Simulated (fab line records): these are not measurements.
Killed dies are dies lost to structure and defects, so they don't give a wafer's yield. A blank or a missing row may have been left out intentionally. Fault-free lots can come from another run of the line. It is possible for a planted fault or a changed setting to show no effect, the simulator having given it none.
Which tool is to blame?    flow gf180mcu    12 lots with 36 wafers sampled at 5 steps, on a route of 602 steps

WHAT THE GAUGES SHOWED, per wafer
GF_CONTACT_THK_MEAS_01. Usual: CONTACT_CVD_00_THK gives 298 nm (standard deviation 3.7).
lot   measured      on            CONTACT_CVD_00_THK (nm)  flag
L905  day 15 05:35  filmMetro-01  301 302 301              
L906  day 15 10:42  filmMetro-01  303 296 303              
L907  day 15 23:53  filmMetro-04  298 296 303              
L909  day 16 16:24  filmMetro-01  295 294 298              
L910  day 17 01:04  filmMetro-01  302 301 299              
L911  day 17 05:40  filmMetro-03  303 299 304              
L914  day 18 22:07  filmMetro-03  291 298 296              
L920  day 20 20:17  filmMetro-03  298 302 301              
L922  day 21 11:23  filmMetro-04  292 296 292              
L923  day 21 15:47  filmMetro-03  293 295 295              
L925  day 22 05:08  filmMetro-03  304 299 300              
L926  day 22 09:59  filmMetro-04  294 295 298              

GF_V1_THK_MEAS_01. Usual: V1_CVD_00_THK gives 597 nm (standard deviation 8.2).
lot   measured      on            V1_CVD_00_THK (nm)  flag
L905  day 17 05:41  filmMetro-01  574 581 592         
L906  day 17 09:35  filmMetro-02  593 591 599         
L907  day 18 00:35  filmMetro-04  585 604 602         
L909  day 18 18:14  filmMetro-02  593 593 591         
L910  day 19 02:22  filmMetro-04  606 591 594         
L911  day 19 08:16  filmMetro-02  619 586 594         
L914  day 21 02:27  filmMetro-01  584 581 582         
L920  day 22 21:23  filmMetro-04  612 597 605         
L922  day 23 12:31  filmMetro-02  590 586 593         
L923  day 23 17:11  filmMetro-04  598 597 607         
L925  day 24 05:27  filmMetro-01  599 599 599         
L926  day 24 10:08  filmMetro-04  598 587 613         

EACH LOT AND THE TOOL THAT RAN IT (in order: tool; ch and the chambers of the sampled wafers; start)
lot   GF_CONTACT_SPUTTER_22        GF_M1_COAT_09                     GF_M1_STRIP_17
L905  pvdSputter-04, day 16 04:56  lithoTrack-03 ch 0, day 16 17:17  plasmaAsher-02 ch 0,1, day 17 04:59
L906  pvdSputter-03, day 16 09:47  lithoTrack-01 ch 0, day 16 22:08  plasmaAsher-02 ch 0,1, day 17 08:53
L907  pvdSputter-03, day 17 00:02  lithoTrack-04 ch 0, day 17 11:44  plasmaAsher-02 ch 0,1, day 17 23:58
L909  pvdSputter-03, day 17 16:07  lithoTrack-03 ch 0, day 18 05:04  plasmaAsher-02 ch 0,1, day 18 17:38
L910  pvdSputter-01, day 18 01:05  lithoTrack-01 ch 0, day 18 13:11  plasmaAsher-01 ch 0,1, day 19 01:46
L911  pvdSputter-03, day 18 05:54  lithoTrack-04 ch 0, day 18 18:55  plasmaAsher-03 ch 0,1, day 19 07:40
L914  pvdSputter-03, day 19 23:59  lithoTrack-01 ch 0, day 20 12:43  plasmaAsher-01 ch 0,1, day 21 01:50
L920  pvdSputter-03, day 21 20:49  lithoTrack-04 ch 0, day 22 09:21  plasmaAsher-01 ch 0,1, day 22 20:44
L922  pvdSputter-03, day 22 12:08  lithoTrack-01 ch 0, day 23 00:25  plasmaAsher-03 ch 0,1, day 23 11:55
L923  pvdSputter-04, day 22 16:37  lithoTrack-01 ch 0, day 23 05:04  plasmaAsher-01 ch 0,1, day 23 16:34
L925  pvdSputter-03, day 23 05:22  lithoTrack-01 ch 0, day 23 16:58  plasmaAsher-02 ch 0,1, day 24 04:52
L926  pvdSputter-03, day 23 09:49  lithoTrack-04 ch 0, day 23 22:13  plasmaAsher-03 ch 0,1, day 24 09:28
- GF_CONTACT_SPUTTER_22: material Ti, target thk 15 nm, time 80.02 s.
- GF_M1_COAT_09: resist thk 1000 nm.
- GF_M1_STRIP_17: strips in O2/N2.

WHAT THE TOOLS THEMSELVES READ (means of the sampled wafers that have a number; where no wafer has one, the mark that the record gives instead)
GF_CONTACT_SPUTTER_22. Usual: throttleValvePct reads 30.0 % (standard deviation 0.97).
lot   tool           throttleValvePct (%)  flag
L905  pvdSputter-04  30.2                  
L906  pvdSputter-03  29.6                  
L907  pvdSputter-03  30.6                  
L909  pvdSputter-03  30.7                  
L910  pvdSputter-01  28.2                  
L911  pvdSputter-03  30.3                  
L914  pvdSputter-03  30.1                  
L920  pvdSputter-03  29.8                  
L922  pvdSputter-03  30.9                  
L923  pvdSputter-04  29.9                  
L925  pvdSputter-03  30.3                  
L926  pvdSputter-03  30.3                  

GF_M1_COAT_09. Usual: exhaustPa reads 45.3 Pa (standard deviation 0.84).
lot   tool           exhaustPa (Pa)  flag
L905  lithoTrack-03  45.1            
L906  lithoTrack-01  46.5            
L907  lithoTrack-04  45.5            
L909  lithoTrack-03  44.4            
L910  lithoTrack-01  45.8            
L911  lithoTrack-04  44.8            
L914  lithoTrack-01  45.9            
L920  lithoTrack-04  44.6            
L922  lithoTrack-01  45.4            
L923  lithoTrack-01  45.4            
L925  lithoTrack-01  45.2            
L926  lithoTrack-04  45.7            

GF_M1_STRIP_17. Usual: drypumpMotorCurrentA 5.9 A, standard deviation 0.57; heaterPowerW 327 W, standard deviation 27; n2FlowSccm 300.0 sccm, standard deviation 0.86; oesProductAu 0.559 a.u., standard deviation 0.0049; stripTimeToEndpointS 7.91 s, standard deviation 0.047.
lot   tool            drypumpMotorCurrentA (A)  heaterPowerW (W)  n2FlowSccm (sccm)  oesProductAu (a.u.)  stripTimeToEndpointS (s)  flag
L905  plasmaAsher-02  6.1                       343               300.4              0.555                7.89                      
L906  plasmaAsher-02  6.0                       342               299.6              0.560                7.87                      
L907  plasmaAsher-02  6.1                       339               299.6              0.559                7.93                      
L909  plasmaAsher-02  6.0                       343               300.5              0.565                7.94                      
L910  plasmaAsher-01  6.1                       294               300.8              0.556                7.87                      
L911  plasmaAsher-03  5.4                       356               300.0              0.563                7.96                      
L914  plasmaAsher-01  6.0                       291               300.7              0.561                7.93                      
L920  plasmaAsher-01  5.8                       310               300.4              0.561                7.90                      
L922  plasmaAsher-03  5.4                       347               300.2              0.561                7.91                      
L923  plasmaAsher-01  6.0                       294               299.3              0.588                8.59                      OFF
L925  plasmaAsher-02  6.1                       336               300.0              0.585                8.59                      OFF
L926  plasmaAsher-03  5.4                       345               300.2              0.560                7.89                      

THE ANSWER, worked out from the rows above alone
Rule: a lot is off if the mean of its wafers that have a number lies more than 3 standard deviations from the usual mean. A lot without any number at a reading at which 4 lots or more have one is off too. All remaining lots with rows at the step are treated as sound. First the gauges in route order, then the tools' own readings, where a lot's mean is used as printed above. The first step at which some lot is off is used, and at that step the reading that is off furthest; a lot without a number counts as furthest.
Off, at GF_M1_STRIP_17 on stripTimeToEndpointS: L923, L925.
If a tool, at that step or one of the process steps before it, ran each lot that is off and ran no sound lot following the first of them, it fits. One fits: GF_M1_COAT_09 on lithoTrack-01. Its last sound lot is L922 (day 23 00:25), its first lot that is off L923 (day 23 05:04): a fault that began between those two fits.

WHAT THE SIMULATOR HAD INSERTED
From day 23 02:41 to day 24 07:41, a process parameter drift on lithoTrack-01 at GF_M1_COAT_09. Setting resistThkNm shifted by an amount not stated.
Shown lots that were struck: L923, L925. The rule given above showed the same thing.
